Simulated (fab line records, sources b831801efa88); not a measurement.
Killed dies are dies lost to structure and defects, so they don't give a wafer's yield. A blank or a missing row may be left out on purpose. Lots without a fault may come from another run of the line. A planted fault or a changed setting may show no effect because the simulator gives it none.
A struck lot beside a sound one | flow sky130 | 15 steps out of a route of 708
Sound: wafers L272.1, L272.3, L272.6. Struck: wafers L267.4, L267.6. (L267.3 of the same lot was not struck and is left out.) The cause comes at the end.
At each step with rows: each side's tool, then ch and its chambers, then its first start. Under that, the readings that differ: sound wafers | struck wafers | difference of the means | sigmas: that difference in standard deviations of wafers without a fault.
alike: readings whose means differ by less than 2 such deviations, and words and numbers that are the same on both sides. not compared: withheld readings, readings that some wafer has no value for, bounds like >300 that may hide the same value, and numbers for which the record gives no deviation and whose values overlap.
The two part at a step that has a row with sigmas, a row that says differs or no value, or rows on one side only. Numbers that don't overlap but have no deviation are shown without sigmas and don't part them. A reading that every wafer of one side lacks parts them only if that side has two wafers or more.

first, 5 steps without rows for these wafers: SKY_LI_CONTACT_COAT_07 (resist thk 450 nm); SKY_LI_CONTACT_SOFTBAKE_08 (time 90 s); SKY_LI_CONTACT_EXPOSE_09 (exposes mask LICM1, target cd 170 nm); SKY_LI_CONTACT_PEB_10; SKY_LI_CONTACT_DEVELOP_11 (develop time 60 s).
SKY_LI_CONTACT_CD_MEAS_12: target cd 170 nm.
  sound on cd_sem-02, day 34 01:36; struck on cd_sem-02, day 32 05:05
  reading    | sound             | struck      | difference | sigmas
  cd_nm (nm) | 173.2 173.5 173.6 | 169.1 168.8 | -4.5       | -3
SKY_LI_CONTACT_OVL_MEAS_13:
  sound on overlay-01, day 34 01:43; struck on overlay-02, day 32 05:11
  alike: LI_CONTACT_OVL
SKY_LI_CONTACT_ETCH_14: etches BARC in N2/H2, stops on SiO2, time 45.9 s, target depth 60 nm.
  sound on rie_diel-04 ch 1,3, day 34 01:46; struck on rie_diel-01 ch 2,3, day 32 05:13
  alike: drypump_motor_current_A, n2_flow_sccm, oes_product_au, throttle_valve_pct
  not compared: rf_hours_counter_h
SKY_LI_CONTACT_ETCH_15: etches PSG in C4F8/O2/Ar, stops on Si, target depth 600 nm.
  sound on rie_diel-04 ch 1,3, day 34 01:48; struck on rie_diel-01 ch 2,3, day 32 05:15
  alike: oes_product_au
SKY_LI_CONTACT_STRIP_16: strips in O2/N2.
  sound on plasma_asher-04 ch 0,1, day 34 01:53; struck on plasma_asher-02 ch 0, day 32 05:22
  alike: drypump_motor_current_A, n2_flow_sccm, oes_product_au, strip_time_to_endpoint_s
  not compared: rf_hours_counter_h
then, 2 steps without rows for these wafers: SKY_LI_CONTACT_CLEAN_17 (cleans in NMP, time 600 s); SKY_LI_CONTACT_PRE_CLEAN_18 (time 5.6 s).
SKY_LI_CONTACT_SPUTTER_19: material Ti, target thk 20 nm, time 106.37 s.
  sound on pvd_sputter-03, day 34 02:12; struck on pvd_sputter-04, day 32 05:48
  reading                                       | sound          | struck      | difference | sigmas
  model.Ti_of_LI_CONTACT_SPUTTER_19.thk_nm (nm) | 20 19.82 19.96 | 20.83 21.34 | +1.16      |
  alike: cathode_dc_power_W, chamber_pressure_pa, throttle_valve_pct
SKY_LI_CONTACT_SPUTTER_20: material TiN, target thk 20 nm, time 80 s.
  sound on pvd_sputter-03, day 34 02:16; struck on pvd_sputter-04, day 32 05:53
  alike: cathode_dc_power_W, chamber_pressure_pa, throttle_valve_pct
SKY_PAD_OPEN_PROBE_99:
  the record has rows for the sound wafers here (prober-02, day 49 06:40) and none for the struck ones

WHERE THEY PART
First at SKY_LI_CONTACT_CD_MEAS_12; last, within this record, at SKY_PAD_OPEN_PROBE_99.

WHY: what the simulator had put in
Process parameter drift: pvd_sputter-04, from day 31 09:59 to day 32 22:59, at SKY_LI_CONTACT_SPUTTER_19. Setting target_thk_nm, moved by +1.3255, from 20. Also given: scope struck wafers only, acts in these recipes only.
